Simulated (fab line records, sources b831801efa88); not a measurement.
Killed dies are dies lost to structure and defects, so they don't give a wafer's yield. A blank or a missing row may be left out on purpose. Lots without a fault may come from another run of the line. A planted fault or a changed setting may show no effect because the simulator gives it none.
fab line records | flow gf180mcu
record lots=5 wafers=15 last_day=34
route steps=602 shown DNWELL@39 NWELL@42 LVPWELL@54 MVSD@66
lots that met no fault: from a run of the same line without faults
start_h: hours from the record's first day to the start of the lot's first wafer shown | wait_h: hours since the lot's step before | " the same as in the row above | L1.1+2: a row that stands for several wafers | - no value, or no start given | * or withheld: withheld | < > ~ a bound
route shown NAME@n: a module of which the file shows steps, and the number in the route of the first | usual: mean/standard deviation of fault-free wafers | same: alike in all rows | chamber/n: place in a boat | sites: the reading at each site | _std_site: their standard deviation | _edge_site: outer sites' mean less inner sites' | radius_mm: how far each site lies from the wafer's centre | mask NAME#n: copy n | behind: the tool/chamber that last shaped the wafer | hold: why the lot was held/for how many hours/how that ended | device: the transistor (n, p or np) that didn't switch | end of line: the same wafers' tests at the end of the route | a step without rows: its recipe alone | killed: dies lost to structure and defects at the first sort, not the wafer's yield | map: a wafer's dies, x killed, . not, _ none there
set.NAME: the setting as run; set.NAME@STEP: as run at that earlier step | model.NAME: the simulator's own value behind a step, which no gauge read
lots at some steps of the route; a table a step, a row a wafer
services: from which hour (start_h, from the record's first day; less than 0 if before it) a tool's chamber was out of use, for how many hours, and why
## steps
# step GF_DNWELL_IMPLANT_07
# recipe species=P energy_kev=1500 dose_cm2=1e+13 tilt_deg=0
# usual beam_energy_keV=1500.0/0.47 beam_on_s=10.00/0.19
# columns lot.wafer tool chamber start_h wait_h beam_energy_keV beam_on_s
L081.1 implanter-04 0 81.23 - 1499.2 9.87
L081.4 " 0 " " 1499.8 10.15
L081.5 " 0 " " 1499.7 10.30
L087.1 implanter-03 0 112.53 - 1499.1 9.97
L087.3 " 0 " " 1499.5 9.69
L087.6 " 0 " " 1499.3 10.17
L090.1 implanter-04 0 127.77 - 1500.8 9.75
L090.4 " 0 " " 1500.8 10.14
L090.6 " 0 " " 1500.7 10.04
L091.2 implanter-03 0 132.55 - 1500.2 9.82
L091.3 " 0 " " 1499.6 10.24
L091.4 " 0 " " 1499.1 9.92
L094.2 implanter-03 0 148.34 - 1500.0 9.92
L094.3 " 0 " " 1499.6 10.31
L094.6 " 0 " " 1499.9 9.81
# step GF_DNWELL_STRIP_08
# recipe chemistry=O2/N2 power_w=1400 pressure_mtorr=1500 platen_temp_c=250 o2_flow_sccm=3000 n2_flow_sccm=300 overash_fraction=0.5
# usual drypump_motor_current_A=5.9/0.41 heater_power_w=314/37 oes_product_au=0.722/0.0048 strip_time_to_endpoint_s=36.92/0.099
# columns lot.wafer tool chamber start_h wait_h drypump_motor_current_A heater_power_w oes_product_au rf_hours_counter_h strip_time_to_endpoint_s
L081.1 plasma_asher-02 0 81.38 0.1 6.3 348 0.721 29 36.90
L081.4 " 0 " " 6.3 362 0.714 - 36.90
L081.5 " 0 " " 6.3 364 0.719 - 36.80
L087.1 plasma_asher-03 0 112.68 0.1 5.6 275 0.722 46 36.85
L087.3 " 0 " " 5.6 278 0.730 - 36.89
L087.6 " 0 " " 5.6 277 0.714 - 36.88
L090.1 plasma_asher-01 1 127.92 0.1 5.7 360 0.724 47 36.83
L090.4 " 1 " " 5.7 362 0.726 - 36.88
L090.6 " 1 " " 5.7 360 0.717 - 36.86
L091.2 plasma_asher-02 0 132.68 0.1 6.3 356 0.723 34 37.00
L091.3 " 1 " " 6.6 285 0.722 - 37.06
L091.4 " 0 " " 6.3 354 0.720 - 37.05
L094.2 plasma_asher-01 1 148.47 0.1 5.7 366 0.720 49 37.08
L094.3 " 0 " " 5.5 286 0.724 - 37.03
L094.6 " 0 " " 5.5 285 0.723 - 37.10
# step GF_DNWELL_TW_MEAS_09
# usual DNWELL_TW=1355/13
# columns lot.wafer tool chamber start_h wait_h DNWELL_TW
L081.1 film_metro-01 - 81.48 0.1 1360
L081.4 " - " " 1365
L081.5 " - " " 1354
L087.1 film_metro-03 - 112.78 0.1 1377
L087.3 " - " " 1371
L087.6 " - " " 1361
L090.1 film_metro-03 - 128.02 0.1 1358
L090.4 " - " " 1370
L090.6 " - " " 1368
L091.2 film_metro-01 - 132.79 0.1 1341
L091.3 " - " " 1343
L091.4 " - " " 1334
L094.2 film_metro-01 - 148.58 0.1 1351
L094.3 " - " " 1351
L094.6 " - " " 1351
# step GF_NWELL_DEHYDRATE_00
# recipe temp_c=200 time_s=60
# usual exhaust_pa=44.9/0.86
# columns lot.wafer tool chamber start_h wait_h exhaust_pa
L081.1 litho_track-02 0 87.67 6.2 42.7
L081.4 " 0 " " 44.1
L081.5 " 0 " " 44.4
L087.1 litho_track-04 0 119.53 6.7 45.1
L087.3 " 0 " " 44.1
L087.6 " 0 " " 44.2
L090.1 litho_track-04 0 135.48 7.4 46.7
L090.4 " 0 " " 46.8
L090.6 " 0 " " 44.8
L091.2 litho_track-02 0 139.40 6.6 45.5
L091.3 " 0 " " 44.8
L091.4 " 0 " " 44.1
L094.2 litho_track-03 0 155.64 7.1 46.7
L094.3 " 0 " " 45.5
L094.6 " 0 " " 46.0
# step GF_NWELL_HMDS_01
# recipe prime_time_s=60 prime_temp_c=120
# usual exhaust_pa=45.0/0.89
# columns lot.wafer tool chamber start_h wait_h exhaust_pa
L081.1 litho_track-02 0 87.82 0.1 46.2
L081.4 " 0 " " 45.2
L081.5 " 0 " " 45.3
L087.1 litho_track-04 0 119.68 0.1 43.8
L087.3 " 0 " " 43.9
L087.6 " 0 " " 45.4
L090.1 litho_track-04 0 135.63 0.1 47.0
L090.4 " 0 " " 46.4
L090.6 " 0 " " 47.1
L091.2 litho_track-02 0 139.55 0.1 45.8
L091.3 " 0 " " 45.4
L091.4 " 0 " " 43.3
L094.2 litho_track-03 0 155.79 0.1 44.1
L094.3 " 0 " " 46.1
L094.6 " 0 " " 45.4
# step GF_NWELL_COAT_02
# recipe spin_rpm=2000 resist_thk_nm=3000
# usual exhaust_pa=44.8/0.88
# columns lot.wafer tool chamber start_h wait_h exhaust_pa
L081.1 litho_track-02 0 87.97 0.1 44.6
L081.4 " 0 " " 45.2
L081.5 " 0 " " 44.5
L087.1 litho_track-04 0 119.83 0.1 46.3
L087.3 " 0 " " 45.4
L087.6 " 0 " " 46.9
L090.1 litho_track-04 0 135.78 0.1 46.3
L090.4 " 0 " " 47.4
L090.6 " 0 " " 45.4
L091.2 litho_track-02 0 139.70 0.1 44.1
L091.3 " 0 " " 44.4
L091.4 " 0 " " 44.1
L094.2 litho_track-03 0 155.94 0.1 45.2
L094.3 " 0 " " 44.5
L094.6 " 0 " " 45.3
# step GF_NWELL_SOFTBAKE_03
# recipe temp_c=110 time_s=withheld
# usual exhaust_pa=45.0/0.77
# columns lot.wafer tool chamber start_h wait_h exhaust_pa
L081.1 litho_track-02 0 88.12 0.1 44.7
L081.4 " 0 " " 44.6
L081.5 " 0 " " 44.4
L087.1 litho_track-04 0 119.98 0.1 45.0
L087.3 " 0 " " 44.8
L087.6 " 0 " " 45.6
L090.1 litho_track-04 0 135.93 0.1 44.7
L090.4 " 0 " " 44.8
L090.6 " 0 " " 45.8
L091.2 litho_track-02 0 139.86 0.1 44.0
L091.3 " 0 " " 44.2
L091.4 " 0 " " 45.3
L094.2 litho_track-03 0 156.10 0.1 45.3
L094.3 " 0 " " 45.3
L094.6 " 0 " " 44.3
# step GF_NWELL_EXPOSE_04
# recipe mask_id=Nwell target_cd_nm=860 na=0.6 source_shape=conventional sigma_outer=0.6 dose_mj=260
# columns lot.wafer tool chamber start_h wait_h mask
L081.1+4+5 iline_stepper-02 0 - - Nwell#0
L087.1+3+6 iline_stepper-01 0 - - Nwell#0
L090.1+4+6 iline_stepper-01 0 - - Nwell#0
L091.2+3+4 iline_stepper-01 0 - - Nwell#0
L094.2+3+6 iline_stepper-02 0 - - Nwell#0
# step GF_NWELL_PEB_05
# recipe temp_c=115 time_s=withheld
# usual exhaust_pa=44.9/0.99
# columns lot.wafer tool chamber start_h wait_h exhaust_pa
L081.1 litho_track-04 0 - - 45.3
L081.4 " 0 " " 42.8
L081.5 " 0 " " 44.9
L087.1 litho_track-03 0 - - 44.6
L087.3 " 0 " " 45.2
L087.6 " 0 " " 43.8
L090.1 litho_track-03 0 - - 44.8
L090.4 " 0 " " 45.7
L090.6 " 0 " " 46.5
L091.2 litho_track-03 0 - - 45.5
L091.3 " 0 " " 45.2
L091.4 " 0 " " 45.2
L094.2 litho_track-03 0 - - 46.0
L094.3 " 0 " " 45.4
L094.6 " 0 " " 46.0
# step GF_NWELL_DEVELOP_06
# recipe wall_angle_deg=90 develop_time_s=60 dev_temp_c=23
# usual developer_temp_C=23.02/0.099 exhaust_pa=45.0/0.9
# columns lot.wafer tool chamber start_h wait_h developer_temp_C exhaust_pa
L081.1 litho_track-04 0 - - 23.02 46.1
L081.4 " 0 " " 23.03 46.5
L081.5 " 0 " " 23.00 45.6
L087.1 litho_track-03 0 - - 23.01 44.3
L087.3 " 0 " " 22.95 45.4
L087.6 " 0 " " 23.06 45.6
L090.1 litho_track-03 0 - - 23.12 43.9
L090.4 " 0 " " 23.12 46.1
L090.6 " 0 " " 22.84 45.3
L091.2 litho_track-03 0 - - 23.09 45.2
L091.3 " 0 " " 23.13 44.4
L091.4 " 0 " " 23.07 44.7
L094.2 litho_track-03 0 - - 22.91 46.1
L094.3 " 0 " " 22.85 45.6
L094.6 " 0 " " 23.00 44.6
# step GF_NWELL_OVL_MEAS_07
# usual NWELL_OVL=0.8/1.5
# columns lot.wafer tool chamber start_h wait_h NWELL_OVL[nm]
L081.1 overlay-02 - 94.78 - 1.1
L081.4 " - " " -0.3
L081.5 " - " " 0.3
L087.1 overlay-02 - 127.42 - -0.1
L087.3 " - " " 1.1
L087.6 " - " " 3.3
L090.1 overlay-02 - 143.42 - 2.7
L090.4 " - " " 1.0
L090.6 " - " " 0.9
L091.2 overlay-02 - 147.97 - 1.7
L091.3 " - " " 2.7
L091.4 " - " " 1.9
L094.2 overlay-02 - 164.27 - 1.1
L094.3 " - " " 1.2
L094.6 " - " " 0.6
# step GF_NWELL_IMPLANT_08
# recipe species=P energy_kev=450 dose_cm2=1.5e+13 tilt_deg=0
# usual beam_energy_keV=450.00/0.14 beam_on_s=10.00/0.19
# columns lot.wafer tool chamber start_h wait_h beam_energy_keV beam_on_s
L081.1 implanter-03 0 94.81 0.0 450.06 10.04
L081.4 " 0 " " 449.98 9.80
L081.5 " 0 " " 450.13 10.38
L087.1 implanter-01 0 127.45 0.0 450.22 10.10
L087.3 " 0 " " 450.12 9.91
L087.6 " 0 " " 450.36 10.08
L090.1 implanter-01 0 143.45 0.0 449.82 9.93
L090.4 " 0 " " 449.72 9.83
L090.6 " 0 " " 449.61 9.69
L091.2 implanter-01 0 148.03 0.0 450.01 10.07
L091.3 " 0 " " 450.18 9.91
L091.4 " 0 " " 449.88 10.07
L094.2 implanter-03 0 164.33 0.0 449.66 9.88
L094.3 " 0 " " 449.79 9.94
L094.6 " 0 " " 449.86 10.06
# step GF_NWELL_IMPLANT_09
# recipe species=P energy_kev=160 dose_cm2=4e+12 tilt_deg=0
# usual beam_energy_keV=159.99/0.053 beam_on_s=10.00/0.2
# columns lot.wafer tool chamber start_h wait_h beam_energy_keV beam_on_s
L081.1 implanter-03 0 94.96 0.1 160.02 9.82
L081.4 " 0 " " 160.01 9.74
L081.5 " 0 " " 160.03 10.15
L087.1 implanter-01 0 127.60 0.1 159.95 10.08
L087.3 " 0 " " 159.94 9.83
L087.6 " 0 " " 159.97 10.28
L090.1 implanter-01 0 143.60 0.1 159.99 10.02
L090.4 " 0 " " 160.02 9.55
L090.6 " 0 " " 160.00 9.59
L091.2 implanter-01 0 148.18 0.1 160.04 10.22
L091.3 " 0 " " 159.95 9.88
L091.4 " 0 " " 159.96 10.25
L094.2 implanter-03 0 164.48 0.1 159.90 9.77
L094.3 " 0 " " 159.94 9.68
L094.6 " 0 " " 159.84 10.05
# step GF_NWELL_STRIP_10
# recipe chemistry=O2/N2 power_w=1400 pressure_mtorr=1500 platen_temp_c=250 o2_flow_sccm=3000 n2_flow_sccm=300 overash_fraction=0.5
# usual drypump_motor_current_A=5.9/0.45 heater_power_w=306/29 oes_product_au=0.723/0.0043 strip_time_to_endpoint_s=36.95/0.1
# columns lot.wafer tool chamber start_h wait_h drypump_motor_current_A heater_power_w oes_product_au rf_hours_counter_h strip_time_to_endpoint_s
L081.1 plasma_asher-04 0 95.11 0.1 5.5 312 0.720 43 37.02
L081.4 " 0 " " 5.4 305 0.732 - 37.03
L081.5 " 0 " " 5.5 314 0.729 - 37.06
L087.1 plasma_asher-02 0 127.75 0.1 6.3 363 0.724 34 36.90
L087.3 " 1 " " 6.5 280 0.727 - 37.07
L087.6 " 1 " " 6.6 279 0.719 - 36.88
L090.1 plasma_asher-02 0 143.75 0.1 6.3 363 0.721 36 36.92
L090.4 " 1 " " 6.6 286 0.718 - 36.98
L090.6 " 1 " " 6.6 290 0.723 - 37.05
L091.2 plasma_asher-04 1 148.30 0.1 5.6 277 0.726 3 36.96
L091.3 " 1 " " 5.6 290 0.722 - 36.86
L091.4 " 0 " " 5.4 322 0.723 - 36.87
L094.2 plasma_asher-04 1 164.60 0.1 5.6 283 0.723 4 36.94
L094.3 " 1 " " 5.6 293 0.723 - 37.04
L094.6 " 0 " " 5.5 320 0.723 - 36.97
# step GF_NWELL_TW_MEAS_11
# usual NWELL_TW=1580/11
# columns lot.wafer tool chamber start_h wait_h NWELL_TW
L081.1 film_metro-03 - 95.21 0.1 1588
L081.4 " - " " 1595
L081.5 " - " " 1595
L087.1 film_metro-01 - 127.85 0.1 1561
L087.3 " - " " 1561
L087.6 " - " " 1561
L090.1 film_metro-03 - 143.85 0.1 1590
L090.4 " - " " 1593
L090.6 " - " " 1594
L091.2 film_metro-01 - 148.41 0.1 1579
L091.3 " - " " 1578
L091.4 " - " " 1564
L094.2 film_metro-01 - 164.71 0.1 1582
L094.3 " - " " 1577
L094.6 " - " " 1577
# step GF_LVPWELL_DEHYDRATE_00
# recipe temp_c=200 time_s=60
# usual exhaust_pa=45.0/0.8
# columns lot.wafer tool chamber start_h wait_h exhaust_pa
L081.1 litho_track-03 0 102.17 6.9 44.0
L081.4 " 0 " " 44.9
L081.5 " 0 " " 44.2
L087.1 litho_track-03 0 134.97 7.1 45.4
L087.3 " 0 " " 45.5
L087.6 " 0 " " 45.0
L090.1 litho_track-02 0 151.02 7.2 45.1
L090.4 " 0 " " 45.7
L090.6 " 0 " " 45.2
L091.2 litho_track-01 0 155.56 7.1 45.8
L091.3 " 0 " " 45.4
L091.4 " 0 " " 44.6
L094.2 litho_track-01 0 172.41 7.7 43.2
L094.3 " 0 " " 44.5
L094.6 " 0 " " 44.6
# step GF_LVPWELL_HMDS_01
# recipe prime_time_s=60 prime_temp_c=120
# usual exhaust_pa=45.1/0.72
# columns lot.wafer tool chamber start_h wait_h exhaust_pa
L081.1 litho_track-03 0 102.32 0.1 44.4
L081.4 " 0 " " 45.2
L081.5 " 0 " " 45.8
L087.1 litho_track-03 0 135.12 0.1 44.9
L087.3 " 0 " " 44.7
L087.6 " 0 " " 45.8
L090.1 litho_track-02 0 151.17 0.1 44.7
L090.4 " 0 " " 44.6
L090.6 " 0 " " 44.6
L091.2 litho_track-01 0 155.71 0.1 45.0
L091.3 " 0 " " 45.3
L091.4 " 0 " " 44.3
L094.2 litho_track-01 0 172.56 0.1 45.4
L094.3 " 0 " " 45.1
L094.6 " 0 " " 44.6
# step GF_LVPWELL_COAT_02
# recipe spin_rpm=2000 resist_thk_nm=3043
# usual exhaust_pa=44.9/0.98
# columns lot.wafer tool chamber start_h wait_h exhaust_pa
L081.1 litho_track-03 0 102.47 0.1 44.6
L081.4 " 0 " " 45.5
L081.5 " 0 " " 45.1
L087.1 litho_track-03 0 135.27 0.1 45.8
L087.3 " 0 " " 45.8
L087.6 " 0 " " 44.5
L090.1 litho_track-02 0 151.32 0.1 44.6
L090.4 " 0 " " 45.3
L090.6 " 0 " " 44.6
L091.2 litho_track-01 0 155.86 0.1 45.4
L091.3 " 0 " " 44.7
L091.4 " 0 " " 45.5
L094.2 litho_track-01 0 172.71 0.1 44.9
L094.3 " 0 " " 44.4
L094.6 " 0 " " 44.5
# step GF_LVPWELL_SOFTBAKE_03
# recipe temp_c=110 time_s=withheld
# usual exhaust_pa=45.1/0.91
# columns lot.wafer tool chamber start_h wait_h exhaust_pa
L081.1 litho_track-03 0 102.62 0.1 44.8
L081.4 " 0 " " 46.0
L081.5 " 0 " " 45.3
L087.1 litho_track-03 0 135.42 0.1 44.6
L087.3 " 0 " " 45.6
L087.6 " 0 " " 45.1
L090.1 litho_track-02 0 151.47 0.1 44.6
L090.4 " 0 " " 44.3
L090.6 " 0 " " 43.7
L091.2 litho_track-01 0 156.02 0.1 45.1
L091.3 " 0 " " 46.6
L091.4 " 0 " " 45.5
L094.2 litho_track-01 0 172.87 0.1 46.5
L094.3 " 0 " " 46.7
L094.6 " 0 " " 47.0
# step GF_LVPWELL_EXPOSE_04
# recipe mask_id=LVPWELL target_cd_nm=600 na=0.6 source_shape=conventional sigma_outer=0.6 dose_mj=260
# columns lot.wafer tool chamber start_h wait_h mask
L081.1+4+5 iline_stepper-01 0 - - LVPWELL#0
L087.1+3+6 iline_stepper-02 0 - - LVPWELL#0
L090.1+4+6 iline_stepper-02 0 - - LVPWELL#0
L091.2+3+4 iline_stepper-01 0 - - LVPWELL#0
L094.2+3+6 iline_stepper-02 0 - - LVPWELL#0
# step GF_LVPWELL_PEB_05
# recipe temp_c=115 time_s=withheld
# usual exhaust_pa=44.9/0.86
# columns lot.wafer tool chamber start_h wait_h exhaust_pa
L081.1 litho_track-01 0 - - 44.2
L081.4 " 0 " " 46.0
L081.5 " 0 " " 45.7
L087.1 litho_track-03 0 - - 45.1
L087.3 " 0 " " 44.1
L087.6 " 0 " " 44.0
L090.1 litho_track-02 0 - - 44.6
L090.4 " 0 " " 45.0
L090.6 " 0 " " 44.1
L091.2 litho_track-03 0 - - 45.4
L091.3 " 0 " " 45.0
L091.4 " 0 " " 45.4
L094.2 litho_track-01 0 - - 45.4
L094.3 " 0 " " 45.6
L094.6 " 0 " " 44.2
# step GF_LVPWELL_DEVELOP_06
# recipe wall_angle_deg=90 develop_time_s=60 dev_temp_c=23
# usual developer_temp_C=23.00/0.1 exhaust_pa=45.1/0.87
# columns lot.wafer tool chamber start_h wait_h developer_temp_C exhaust_pa
L081.1 litho_track-01 0 - - 22.95 44.6
L081.4 " 0 " " 23.02 45.0
L081.5 " 0 " " 22.88 45.6
L087.1 litho_track-03 0 - - 23.12 45.9
L087.3 " 0 " " 22.95 46.3
L087.6 " 0 " " 22.94 45.7
L090.1 litho_track-02 0 - - 23.10 43.2
L090.4 " 0 " " 23.06 44.5
L090.6 " 0 " " 22.94 45.4
L091.2 litho_track-03 0 - - 22.91 44.8
L091.3 " 0 " " 23.02 45.6
L091.4 " 0 " " 22.95 46.3
L094.2 litho_track-01 0 - - 23.10 44.8
L094.3 " 0 " " 23.14 46.1
L094.6 " 0 " " 23.06 45.6
# step GF_LVPWELL_OVL_MEAS_07
# usual LVPWELL_OVL=-0.2/1.3
# columns lot.wafer tool chamber start_h wait_h LVPWELL_OVL[nm]
L081.1 overlay-02 - 109.59 - -1.1
L081.4 " - " " 1.0
L081.5 " - " " -1.0
L087.1 overlay-02 - 143.07 - 3.1
L087.3 " - " " 0.0
L087.6 " - " " 1.3
L090.1 overlay-02 - 159.47 - 2.9
L090.4 " - " " -0.9
L090.6 " - " " 0.6
L091.2 overlay-01 - 163.92 - -0.7
L091.3 " - " " 0.5
L091.4 " - " " -0.7
L094.2 overlay-02 - 181.34 - 0.3
L094.3 " - " " -0.2
L094.6 " - " " 1.4
# step GF_LVPWELL_IMPLANT_08
# recipe species=B energy_kev=170 dose_cm2=1.438e+13 tilt_deg=0
# usual beam_energy_keV=170.01/0.053 beam_on_s=10.00/0.21
# columns lot.wafer tool chamber start_h wait_h beam_energy_keV beam_on_s
L081.1 implanter-04 0 109.62 0.0 170.00 9.88
L081.4 " 0 " " 169.97 9.72
L081.5 " 0 " " 169.98 10.42
L087.1 implanter-02 0 143.10 0.0 170.00 10.00
L087.3 " 0 " " 169.94 9.92
L087.6 " 0 " " 169.97 9.84
L090.1 implanter-02 0 159.51 0.0 170.03 9.76
L090.4 " 0 " " 170.03 10.35
L090.6 " 0 " " 170.05 10.20
L091.2 implanter-02 0 163.98 0.0 170.06 10.15
L091.3 " 0 " " 170.06 10.49
L091.4 " 0 " " 170.07 9.83
L094.2 implanter-02 0 181.39 0.0 170.00 9.81
L094.3 " 0 " " 169.97 10.01
L094.6 " 0 " " 170.06 10.09
# step GF_LVPWELL_IMPLANT_09
# recipe species=B energy_kev=60 dose_cm2=5e+12 tilt_deg=0
# usual beam_energy_keV=60.003/0.018 beam_on_s=9.98/0.19
# columns lot.wafer tool chamber start_h wait_h beam_energy_keV beam_on_s
L081.1 implanter-04 0 109.77 0.1 59.995 10.25
L081.4 " 0 " " 59.978 9.79
L081.5 " 0 " " 59.998 9.88
L087.1 implanter-02 0 143.25 0.1 60.011 9.87
L087.3 " 0 " " 60.002 10.16
L087.6 " 0 " " 60.005 10.00
L090.1 implanter-02 0 159.66 0.1 60.008 10.16
L090.4 " 0 " " 60.008 9.70
L090.6 " 0 " " 60.011 10.16
L091.2 implanter-02 0 164.13 0.1 60.024 9.88
L091.3 " 0 " " 60.033 9.88
L091.4 " 0 " " 60.019 10.39
L094.2 implanter-02 0 181.54 0.1 59.976 9.92
L094.3 " 0 " " 59.986 9.53
L094.6 " 0 " " 60.013 10.05
# step GF_LVPWELL_STRIP_10
# recipe chemistry=O2/N2 power_w=1400 pressure_mtorr=1500 platen_temp_c=250 o2_flow_sccm=3000 n2_flow_sccm=300 overash_fraction=0.5
# usual drypump_motor_current_A=5.58/0.068 heater_power_w=302/29 oes_product_au=0.723/0.0044 strip_time_to_endpoint_s=37.45/0.097
# columns lot.wafer tool chamber start_h wait_h drypump_motor_current_A heater_power_w oes_product_au rf_hours_counter_h strip_time_to_endpoint_s
L081.1 plasma_asher-01 0 109.92 0.1 5.50 283 0.718 44 37.53
L081.4 " 0 " " 5.50 288 0.727 - 37.55
L081.5 " 1 " " 5.72 360 0.726 - 37.59
L087.1 plasma_asher-03 1 143.40 0.1 5.62 307 0.723 49 37.37
L087.3 " 1 " " 5.60 297 0.710 - 37.39
L087.6 " 0 " " 5.61 273 0.725 - 37.44
L090.1 plasma_asher-03 0 159.81 0.1 5.60 274 0.725 51 37.48
L090.4 " 0 " " 5.60 275 0.723 - 37.44
L090.6 " 0 " " 5.62 276 0.724 - 37.42
L091.2 plasma_asher-04 1 164.25 0.1 5.56 287 0.717 4 37.46
L091.3 " 0 " " 5.49 316 0.718 - 37.44
L091.4 " 1 " " 5.60 288 0.719 - 37.40
L094.2 plasma_asher-01 1 181.67 0.1 5.67 362 0.722 52 37.42
L094.3 " 0 " " 5.47 285 0.720 - 37.50
L094.6 " 1 " " 5.64 361 0.722 - 37.48
# step GF_LVPWELL_TW_MEAS_11
# usual LVPWELL_TW=556/4
# columns lot.wafer tool chamber start_h wait_h LVPWELL_TW
L081.1 film_metro-01 - 110.02 0.1 553
L081.4 " - " " 554
L081.5 " - " " 557
L087.1 film_metro-04 - 143.50 0.1 551
L087.3 " - " " 550
L087.6 " - " " 548
L090.1 film_metro-04 - 159.91 0.1 551
L090.4 " - " " 553
L090.6 " - " " 552
L091.2 film_metro-01 - 164.36 0.1 556
L091.3 " - " " 555
L091.4 " - " " 552
L094.2 film_metro-03 - 181.78 0.1 555
L094.3 " - " " 560
L094.6 " - " " 557
# step GF_MVSD_DEHYDRATE_00
# recipe temp_c=200 time_s=60
# usual exhaust_pa=45.0/0.8
# columns lot.wafer tool chamber start_h wait_h exhaust_pa
L081.1 litho_track-04 0 116.98 6.9 44.6
L081.4 " 0 " " 46.3
L081.5 " 0 " " 44.9
L087.1 litho_track-02 0 150.37 6.9 44.4
L087.3 " 0 " " 45.9
L087.6 " 0 " " 45.0
L090.1 litho_track-04 0 167.38 7.5 45.8
L090.4 " 0 " " 45.8
L090.6 " 0 " " 44.6
L091.2 litho_track-02 0 172.05 7.7 44.9
L091.3 " 0 " " 43.5
L091.4 " 0 " " 44.3
L094.2 litho_track-02 0 190.05 8.3 45.2
L094.3 " 0 " " 44.8
L094.6 " 0 " " 45.4
# step GF_MVSD_HMDS_01
# recipe prime_time_s=60 prime_temp_c=120
# usual exhaust_pa=45.2/0.87
# columns lot.wafer tool chamber start_h wait_h exhaust_pa
L081.1 litho_track-04 0 117.13 0.1 46.1
L081.4 " 0 " " 46.4
L081.5 " 0 " " 46.4
L087.1 litho_track-02 0 150.52 0.1 44.1
L087.3 " 0 " " 46.8
L087.6 " 0 " " 45.9
L090.1 litho_track-04 0 167.53 0.1 45.9
L090.4 " 0 " " 46.1
L090.6 " 0 " " 45.6
L091.2 litho_track-02 0 172.20 0.1 45.8
L091.3 " 0 " " 44.5
L091.4 " 0 " " 44.1
L094.2 litho_track-02 0 190.20 0.1 45.1
L094.3 " 0 " " 43.7
L094.6 " 0 " " 45.0
# step GF_MVSD_COAT_02
# recipe spin_rpm=2000 resist_thk_nm=3000
# usual exhaust_pa=44.9/1
# columns lot.wafer tool chamber start_h wait_h exhaust_pa
L081.1 litho_track-04 0 117.28 0.1 43.8
L081.4 " 0 " " 45.5
L081.5 " 0 " " 45.4
L087.1 litho_track-02 0 150.67 0.1 45.6
L087.3 " 0 " " 43.7
L087.6 " 0 " " 44.2
L090.1 litho_track-04 0 167.68 0.1 44.6
L090.4 " 0 " " 44.4
L090.6 " 0 " " 44.8
L091.2 litho_track-02 0 172.35 0.1 44.1
L091.3 " 0 " " 42.5
L091.4 " 0 " " 43.7
L094.2 litho_track-02 0 190.35 0.1 43.0
L094.3 " 0 " " 43.3
L094.6 " 0 " " 45.0
# step GF_MVSD_SOFTBAKE_03
# recipe temp_c=110 time_s=withheld
# usual exhaust_pa=45.2/0.93
# columns lot.wafer tool chamber start_h wait_h exhaust_pa
L081.1 litho_track-04 0 117.43 0.1 44.2
L081.4 " 0 " " 45.7
L081.5 " 0 " " 45.0
L087.1 litho_track-02 0 150.82 0.1 45.2
L087.3 " 0 " " 46.1
L087.6 " 0 " " 46.0
L090.1 litho_track-04 0 167.83 0.1 45.1
L090.4 " 0 " " 44.6
L090.6 " 0 " " 45.4
L091.2 litho_track-02 0 172.50 0.1 44.1
L091.3 " 0 " " 44.8
L091.4 " 0 " " 45.9
L094.2 litho_track-02 0 190.50 0.1 44.9
L094.3 " 0 " " 44.8
L094.6 " 0 " " 44.5
# step GF_MVSD_EXPOSE_04
# recipe mask_id=MVSD target_cd_nm=1000 na=0.6 source_shape=conventional sigma_outer=0.6 dose_mj=260
# columns lot.wafer tool chamber start_h wait_h mask
L081.1+4+5 iline_stepper-02 0 - - MVSD#0
L087.1+3+6 iline_stepper-02 0 - - MVSD#0
L090.1+4+6 iline_stepper-01 0 - - MVSD#0
L091.2+3+4 iline_stepper-02 0 - - MVSD#0
L094.2+3+6 iline_stepper-01 0 - - MVSD#0
# step GF_MVSD_PEB_05
# recipe temp_c=115 time_s=withheld
# usual exhaust_pa=45.0/0.84
# columns lot.wafer tool chamber start_h wait_h exhaust_pa
L081.1 litho_track-04 0 - - 45.1
L081.4 " 0 " " 44.7
L081.5 " 0 " " 44.1
L087.1 litho_track-02 0 - - 45.5
L087.3 " 0 " " 44.2
L087.6 " 0 " " 45.6
L090.1 litho_track-01 0 - - 44.4
L090.4 " 0 " " 44.6
L090.6 " 0 " " 44.7
L091.2 litho_track-02 0 - - 45.3
L091.3 " 0 " " 45.2
L091.4 " 0 " " 44.2
L094.2 litho_track-01 0 - - 45.1
L094.3 " 0 " " 45.9
L094.6 " 0 " " 44.5
# step GF_MVSD_DEVELOP_06
# recipe wall_angle_deg=90 develop_time_s=60 dev_temp_c=23
# usual developer_temp_C=22.99/0.1 exhaust_pa=45.1/1.1
# columns lot.wafer tool chamber start_h wait_h developer_temp_C exhaust_pa
L081.1 litho_track-04 0 - - 22.92 45.9
L081.4 " 0 " " 22.97 44.9
L081.5 " 0 " " 23.03 47.5
L087.1 litho_track-02 0 - - 23.04 46.1
L087.3 " 0 " " 22.86 45.8
L087.6 " 0 " " 22.91 44.5
L090.1 litho_track-01 0 - - 22.84 45.6
L090.4 " 0 " " 22.96 47.6
L090.6 " 0 " " 22.91 45.5
L091.2 litho_track-02 0 - - 22.97 45.0
L091.3 " 0 " " 23.02 45.8
L091.4 " 0 " " 23.10 47.3
L094.2 litho_track-01 0 - - 22.99 44.9
L094.3 " 0 " " 22.94 45.9
L094.6 " 0 " " 23.02 46.2
# step GF_MVSD_OVL_MEAS_07
# usual MVSD_OVL=1.0/1.2
# columns lot.wafer tool chamber start_h wait_h MVSD_OVL[nm]
L081.1 overlay-01 - 124.53 - 0.1
L081.4 " - " " 0.3
L081.5 " - " " -0.3
L087.1 overlay-01 - 158.82 - 0.4
L087.3 " - " " 0.3
L087.6 " - " " 1.7
L090.1 overlay-01 - 175.98 - 1.7
L090.4 " - " " 1.4
L090.6 " - " " 0.8
L091.2 overlay-02 - 180.93 - 1.4
L091.3 " - " " 2.1
L091.4 " - " " 2.9
L094.2 overlay-01 - 199.49 - 1.3
L094.3 " - " " 1.3
L094.6 " - " " -0.8
## services
# columns tool chamber start_h hours kind
iline_stepper-01 - 59.65 4.4 pm
iline_stepper-01 - 65.70 11.9 repair
implanter-03 - 81.92 5.0 pm
plasma_asher-02 - 84.97 2.8 pm
iline_stepper-02 - 93.82 12.2 repair
iline_stepper-02 0 100.88 - calibration
iline_stepper-02 - 106.04 1.7 pm
plasma_asher-04 - 108.75 9.0 pm
plasma_asher-04 0 108.75 9.0 vent_cycle
plasma_asher-04 1 108.75 9.0 vent_cycle
plasma_asher-02 - 114.58 1.0 repair
plasma_asher-04 0 117.75 - clean
plasma_asher-04 1 117.75 - clean
plasma_asher-01 - 120.19 0.3 repair
implanter-01 - 123.72 1.8 repair
iline_stepper-01 0 126.79 - calibration
## key
fault none
